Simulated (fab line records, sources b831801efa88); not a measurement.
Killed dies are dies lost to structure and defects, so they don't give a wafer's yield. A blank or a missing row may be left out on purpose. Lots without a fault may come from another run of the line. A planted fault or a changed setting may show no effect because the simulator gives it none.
fab line records | flow sky130
record lots=14 wafers=42 last_day=55
route steps=708 shown VT_ADJUST_HVTP@92 VT_ADJUST_NCORE@126 POLY_GATE@204 SD_P@327 PAD_OPEN@708
lots that met no fault: from a run of the same line without faults
start_h: hours from the record's first day to the start of the lot's first wafer shown | wait_h: hours since the lot's step before | " the same as in the row above | L1.1+2: a row that stands for several wafers | - no value, or no start given | * or withheld: withheld | < > ~ a bound
route shown NAME@n: a module of which the file shows steps, and the number in the route of the first | usual: mean/standard deviation of fault-free wafers | same: alike in all rows | chamber/n: place in a boat | sites: the reading at each site | _std_site: their standard deviation | _edge_site: outer sites' mean less inner sites' | radius_mm: how far each site lies from the wafer's centre | mask NAME#n: copy n | behind: the tool/chamber that last shaped the wafer | hold: why the lot was held/for how many hours/how that ended | device: the transistor (n, p or np) that didn't switch | end of line: the same wafers' tests at the end of the route | a step without rows: its recipe alone | killed: dies lost to structure and defects at the first sort, not the wafer's yield | map: a wafer's dies, x killed, . not, _ none there
set.NAME: the setting as run; set.NAME@STEP: as run at that earlier step | model.NAME: the simulator's own value behind a step, which no gauge read
steps of the route over a sample of lots; a table a step, a row a wafer
## steps
# step SKY_VT_ADJUST_HVTP_CD_MEAS_07
# recipe target_cd_nm=380
# usual cd_nm=380.1/2.5
# columns lot.wafer tool chamber start_h wait_h cd_nm
L255.2 cd_sem-02 - 114.54 0.1 380.3
L255.3 " - " " 379.4
L255.4 " - " " 378.4
L256.2 cd_sem-01 - 125.03 0.1 374.4
L256.3 " - " " 377.6
L256.6 " - " " 377.2
L257.3 cd_sem-01 - 133.30 0.3 380.4
L257.5 " - " " 380.0
L257.6 " - " " 380.4
L258.1 cd_sem-01 - 141.06 0.1 378.5
L258.2 " - " " 374.9
L258.4 " - " " 379.0
L259.2 cd_sem-02 - 148.83 0.1 380.4
L259.3 " - " " 382.9
L259.5 " - " " 379.2
L260.1 cd_sem-02 - 150.91 0.1 377.0
L260.5 " - " " 375.9
L260.6 " - " " 378.8
L261.1 cd_sem-01 - 157.57 0.1 385.5
L261.3 " - " " 385.1
L261.5 " - " " 385.9
L262.1 cd_sem-01 - 166.54 0.2 382.3
L262.2 " - " " 382.4
L262.3 " - " " 382.4
L264.1 cd_sem-01 - 179.11 0.1 380.3
L264.5 " - " " 383.4
L264.6 " - " " 381.4
L265.2 cd_sem-01 - 184.19 0.1 378.2
L265.3 " - " " 377.9
L265.6 " - " " 377.2
L266.1 cd_sem-02 - 192.26 0.1 377.6
L266.3 " - " " 382.1
L266.4 " - " " 380.0
L267.2 cd_sem-01 - 198.94 0.1 381.3
L267.3 " - " " 379.6
L267.5 " - " " 380.7
L268.3 cd_sem-02 - 201.50 0.1 384.5
L268.4 " - " " 384.1
L268.6 " - " " 386.9
L276.3 cd_sem-01 - 252.96 0.1 377.0
L276.5 " - " " 380.0
L276.6 " - " " 379.2
# step SKY_VT_ADJUST_NCORE_CD_MEAS_07
# recipe target_cd_nm=380
# usual cd_nm=379.8/2.6
# columns lot.wafer tool chamber start_h wait_h cd_nm
L255.2 cd_sem-01 - 173.28 0.1 380.9
L255.3 " - " " 382.3
L255.4 " - " " 380.4
L256.2 cd_sem-02 - 184.98 0.1 375.7
L256.3 " - " " 375.0
L256.6 " - " " 376.9
L257.3 cd_sem-01 - 192.90 0.1 376.6
L257.5 " - " " 377.8
L257.6 " - " " 378.1
L258.1 cd_sem-01 - 201.47 0.1 377.1
L258.2 " - " " 377.6
L258.4 " - " " 377.8
L259.2 cd_sem-02 - 209.53 0.1 378.1
L259.3 " - " " 381.3
L259.5 " - " " 378.0
L260.1 cd_sem-02 - 211.01 0.1 379.7
L260.5 " - " " 379.1
L260.6 " - " " 378.0
L261.1 cd_sem-01 - 219.92 0.1 375.9
L261.3 " - " " 381.0
L261.5 " - " " 379.2
L262.1 cd_sem-01 - 229.71 0.1 381.2
L262.2 " - " " 381.9
L262.3 " - " " 381.4
L264.1 cd_sem-02 - 244.03 0.2 382.0
L264.5 " - " " 382.5
L264.6 " - " " 381.3
L265.2 cd_sem-01 - 248.13 0.1 377.1
L265.3 " - " " 375.8
L265.6 " - " " 373.6
L266.1 cd_sem-01 - 258.56 0.1 376.7
L266.3 " - " " 380.7
L266.4 " - " " 379.0
L267.2 cd_sem-01 - 265.53 0.1 377.8
L267.3 " - " " 377.1
L267.5 " - " " 379.0
L268.3 cd_sem-01 - 269.45 0.1 377.6
L268.4 " - " " 378.9
L268.6 " - " " 378.3
L276.3 cd_sem-01 - 330.05 0.2 380.0
L276.5 " - " " 379.3
L276.6 " - " " 377.7
# step SKY_POLY_GATE_CVD_00
# recipe material=poly-Si target_thk_nm=180 temp_c=620 time_s=720 pressure_mtorr=200
# usual spike_tc_lower_C=620.0/1.2 spike_tc_upper_C=618.9/0.97 zone_power_bottom_pct=13.89/0.25 zone_power_top_pct=19.25/0.2
# columns lot.wafer tool chamber start_h wait_h spike_tc_lower_C spike_tc_upper_C zone_power_bottom_pct zone_power_top_pct
L255.2 lpcvd-01 0 295.95 0.0 620.1 618.0 14.12 19.46
L255.3 " 0 " " 620.6 618.7 14.10 19.15
L255.4 " 0 " " 620.6 617.8 14.21 19.06
L256.2 lpcvd-01 0 313.62 0.0 620.3 617.8 14.28 19.18
L256.3 " 0 " " 618.0 619.1 14.20 19.06
L256.6 " 0 " " 619.9 619.6 14.07 19.04
L257.3 lpcvd-01 0 323.19 0.0 621.3 620.6 14.13 19.42
L257.5 " 0 " " 619.3 618.1 14.12 19.30
L257.6 " 0 " " 620.2 618.8 14.03 19.06
L258.1 lpcvd-01 1 335.03 0.0 619.2 617.6 13.62 19.64
L258.2 " 1 " " 621.0 619.0 13.73 19.34
L258.4 " 1 " " 620.3 616.6 13.70 19.26
L259.2 lpcvd-01 1 342.89 0.0 620.1 619.5 13.65 19.08
L259.3 " 1 " " 620.4 620.0 13.51 19.71
L259.5 " 1 " " 621.3 619.1 13.53 19.49
L260.1 lpcvd-01 0 345.59 0.0 620.4 618.6 13.86 19.15
L260.5 " 0 " " 618.3 618.3 14.05 19.27
L260.6 " 0 " " 620.7 618.1 14.13 19.39
L261.1 lpcvd-01 0 355.91 0.0 619.2 618.9 13.85 19.30
L261.3 " 0 " " 619.0 618.7 14.02 19.27
L261.5 " 0 " " 619.4 617.1 14.22 19.47
L262.1 lpcvd-01 0 366.20 0.0 621.4 618.5 14.18 18.75
L262.2 " 0 " " 619.9 618.2 14.06 19.46
L262.3 " 0 " " 620.8 619.4 14.08 19.02
L264.1 lpcvd-01 1 384.45 0.0 622.4 620.8 13.57 19.45
L264.5 " 1 " " 618.5 619.4 13.59 19.59
L264.6 " 1 " " 619.5 619.3 13.56 19.23
L265.2 lpcvd-01 1 390.14 0.0 620.7 619.4 13.56 19.26
L265.3 " 1 " " 619.3 619.7 13.77 19.28
L265.6 " 1 " " 621.5 620.1 13.83 19.23
L266.1 lpcvd-01 1 402.02 0.0 622.4 618.0 13.63 19.57
L266.3 " 1 " " 620.4 619.6 13.59 18.86
L266.4 " 1 " " 620.5 616.8 13.83 19.34
L267.2 lpcvd-01 1 534.37 120.0 621.4 618.5 13.65 19.40
L267.3 " 1 " " 621.7 618.0 13.43 19.73
L267.5 " 1 " " 620.5 617.9 13.68 19.52
L268.3 lpcvd-01 0 538.57 120.0 620.4 618.7 13.83 19.30
L268.4 " 0 " " 618.4 619.8 13.97 19.32
L268.6 " 0 " " 621.6 618.0 14.09 19.17
L276.3 lpcvd-01 1 610.25 120.0 618.7 618.9 13.57 19.32
L276.5 " 1 " " 620.5 617.8 13.47 18.97
L276.6 " 1 " " 621.5 618.2 13.72 19.09
# step SKY_SD_P_CD_MEAS_07
# recipe target_cd_nm=380
# usual cd_nm=379.2/2.4
# columns lot.wafer tool chamber start_h wait_h cd_nm
L255.2 cd_sem-02 - 571.38 0.1 378.0
L255.3 " - " " 376.0
L255.4 " - " " 378.4
L256.2 cd_sem-01 - 588.04 0.1 378.9
L256.3 " - " " 379.8
L256.6 " - " " 381.3
L257.3 cd_sem-01 - 597.15 0.1 377.0
L257.5 " - " " 375.9
L257.6 " - " " 375.4
L258.1 cd_sem-01 - 611.72 0.1 380.4
L258.2 " - " " 380.9
L258.4 " - " " 382.0
L259.2 cd_sem-01 - 619.38 0.1 383.6
L259.3 " - " " 382.1
L259.5 " - " " 382.9
L260.1 cd_sem-01 - 622.77 0.1 384.5
L260.5 " - " " 384.0
L260.6 " - " " 384.9
L261.1 cd_sem-02 - 631.67 0.1 379.6
L261.3 " - " " 379.6
L261.5 " - " " 382.1
L262.1 cd_sem-01 - 641.16 0.1 378.2
L262.2 " - " " 377.5
L262.3 " - " " 378.6
L264.1 cd_sem-02 - 661.52 0.1 376.6
L264.5 " - " " 377.6
L264.6 " - " " 377.3
L265.2 cd_sem-02 - 668.08 0.1 379.1
L265.3 " - " " 376.5
L265.6 " - " " 376.2
L266.1 cd_sem-01 - 678.07 0.1 377.5
L266.3 " - " " 379.2
L266.4 " - " " 378.0
L267.2 cd_sem-02 - 807.79 0.1 375.3
L267.3 " - " " 377.6
L267.5 " - " " 377.4
L268.3 cd_sem-02 - 812.90 0.1 374.5
L268.4 " - " " 376.9
L268.6 " - " " 375.8
L276.3 cd_sem-02 - 877.70 0.1 377.6
L276.5 " - " " 378.1
L276.6 " - " " 377.2
# step SKY_PAD_OPEN_PROBE_99
# usual killed_at_M0_to_M3=43/7 killed_at_M4_up=3.0/1.9 killed_at_contacts=24/4.6 killed_at_front_end=15/4.1 killed_at_other=0.3/0.52 killed_dies=84/9.7 killed_open=46/6.9 killed_short=38/6.8
# same gross_dies=492 killed_at_back_side=0
# columns lot.wafer tool chamber start_h wait_h killed_at_M0_to_M3 killed_at_M4_up killed_at_contacts killed_at_front_end killed_at_other killed_dies killed_open killed_short
L266.1 prober-01 - 1138.88 0.1 36 3 25 12 0 76 40 36
L266.3 prober-01 - 1138.98 0.2 55 2 22 16 0 95 53 41
L266.4 prober-01 - 1139.03 0.2 48 2 23 14 1 88 39 48
L267.2 prober-02 - 1265.73 0.1 43 2 30 17 0 92 47 45
L267.3 prober-02 - 1265.78 0.2 56 4 26 17 0 103 47 56
L267.5 prober-02 - 1265.88 0.2 41 3 25 13 0 82 44 37
L268.3 prober-01 - 1271.03 0.2 46 4 15 14 1 80 42 38
L268.4 prober-01 - 1271.08 0.2 42 4 14 12 1 73 45 27
L268.6 prober-01 - 1271.18 0.2 32 0 19 16 0 67 38 28
L276.3 prober-01 - 1308.63 0.2 32 3 22 7 2 66 36 29
L276.5 prober-01 - 1308.73 0.2 45 0 31 18 0 94 55 39
L276.6 prober-01 - 1308.78 0.2 30 8 22 9 0 69 35 34
# killed by level:class
L266.1 VIA1:geometric_particle:open=9 CONTACT:geometric_particle:open=7 VIA3:geometric_particle:open=7 LI_CONTACT:geometric_particle:open=6 LI_CONTACT:geometric_particle:short=5 LOCAL_INTERCONNECT:geometric_particle:short=4 FIELD_ISO:geometric_particle:short=3 CONTACT:geometric_particle:short=3
L266.3 CONTACT:geometric_particle:open=10 VIA1:geometric_particle:open=10 VIA3:geometric_particle:open=9 METAL2:geometric_particle:short=8 VIA2:geometric_particle:open=7 LI_CONTACT:geometric_particle:open=5 POLY_GATE:geometric_particle:short=4 CONTACT:geometric_particle:short=4
L266.4 FIELD_ISO:geometric_particle:short=7 CONTACT:geometric_particle:open=7 METAL1:geometric_particle:short=7 METAL3:geometric_particle:short=6 VIA1:geometric_particle:short=6 VIA1:geometric_particle:open=6 VIA2:geometric_particle:open=6 LI_CONTACT:geometric_particle:open=5
L267.2 LI_CONTACT:geometric_particle:open=9 CONTACT:geometric_particle:open=9 FIELD_ISO:geometric_particle:open=7 LOCAL_INTERCONNECT:geometric_particle:short=7 VIA1:geometric_particle:short=7 METAL2:geometric_particle:short=7 VIA2:geometric_particle:open=6 METAL1:geometric_particle:short=6
L267.3 VIA1:geometric_particle:open=15 METAL1:geometric_particle:short=10 CONTACT:geometric_particle:open=7 VIA1:geometric_particle:short=7 METAL2:geometric_particle:short=7 LI_CONTACT:geometric_particle:open=5 LI_CONTACT:geometric_particle:short=5 VIA3:geometric_particle:open=5
L267.5 CONTACT:geometric_particle:open=9 VIA1:geometric_particle:open=9 LI_CONTACT:geometric_particle:open=6 LOCAL_INTERCONNECT:geometric_particle:short=5 METAL1:geometric_particle:short=5 VIA2:geometric_particle:open=5 POLY_GATE:geometric_particle:open=4 CONTACT:geometric_particle:short=4
L268.3 VIA2:geometric_particle:open=11 METAL2:geometric_particle:short=10 VIA1:geometric_particle:open=10 FIELD_ISO:geometric_particle:open=5 CONTACT:geometric_particle:short=5 VIA1:geometric_particle:short=4 VIA3:geometric_particle:short=4 VIA3:geometric_particle:open=4
L268.4 VIA1:geometric_particle:open=13 CONTACT:geometric_particle:open=6 METAL1:geometric_particle:short=5 FIELD_ISO:geometric_particle:open=4 LI_CONTACT:geometric_particle:open=4 METAL1:geometric_particle:open=4 METAL2:geometric_particle:open=4 METAL2:geometric_particle:short=4
L268.6 VIA1:geometric_particle:open=7 LI_CONTACT:geometric_particle:open=6 CONTACT:geometric_particle:open=5 CONTACT:geometric_particle:short=5 VIA2:geometric_particle:open=5 VIA3:geometric_particle:open=5 POLY_GATE:geometric_particle:short=4 FIELD_ISO:geometric_particle:short=3
L276.3 CONTACT:geometric_particle:open=9 VIA1:geometric_particle:open=7 VIA2:geometric_particle:open=5 VIA3:geometric_particle:open=5 CONTACT:geometric_particle:short=4 VIA1:geometric_particle:short=4 FIELD_ISO:geometric_particle:open=3 LI_CONTACT:geometric_particle:open=3
L276.5 CONTACT:geometric_particle:open=12 VIA3:geometric_particle:open=8 FIELD_ISO:geometric_particle:open=7 VIA1:geometric_particle:open=7 LI_CONTACT:geometric_particle:open=6 VIA2:geometric_particle:open=6 LOCAL_INTERCONNECT:geometric_particle:short=5 VIA2:geometric_particle:short=5
L276.6 CONTACT:geometric_particle:open=8 METAL2:geometric_particle:short=7 LI_CONTACT:geometric_particle:open=6 VIA1:geometric_particle:open=5 METAL4:geometric_particle:short=5 VIA2:geometric_particle:short=4 POLY_GATE:geometric_particle:open=3 LOCAL_INTERCONNECT:geometric_particle:short=3
## key
first_sign step=SKY_POLY_GATE_CVD_00 reading=wait_h direction=changed
effect none on later readings
met_at SKY_POLY_GATE_CVD_00
struck_lots L267,L268,L276
struck_wafers L267.2,L267.3,L267.5,L268.3,L268.4,L268.6,L276.3,L276.5,L276.6
tester_left_out L267,L268,L276
not_acting_at SKY_VT_ADJUST_HVTP_CD_MEAS_07,SKY_VT_ADJUST_NCORE_CD_MEAS_07,SKY_SD_P_CD_MEAS_07
fault kind=queue_time_violation tool=lpcvd-01 chamber=0 onset_h=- steps=SKY_POLY_GATE_CVD_00 delay_hr=120 scope=struck_lots_only
# tester_left_out: of these lots the tester's yield and bins aren't shown, on N5 and GAA mostly nor the transistor test; their killed dies are dies lost to structure and defects alone, not to doping, threshold or leakage, so they don't give the yield
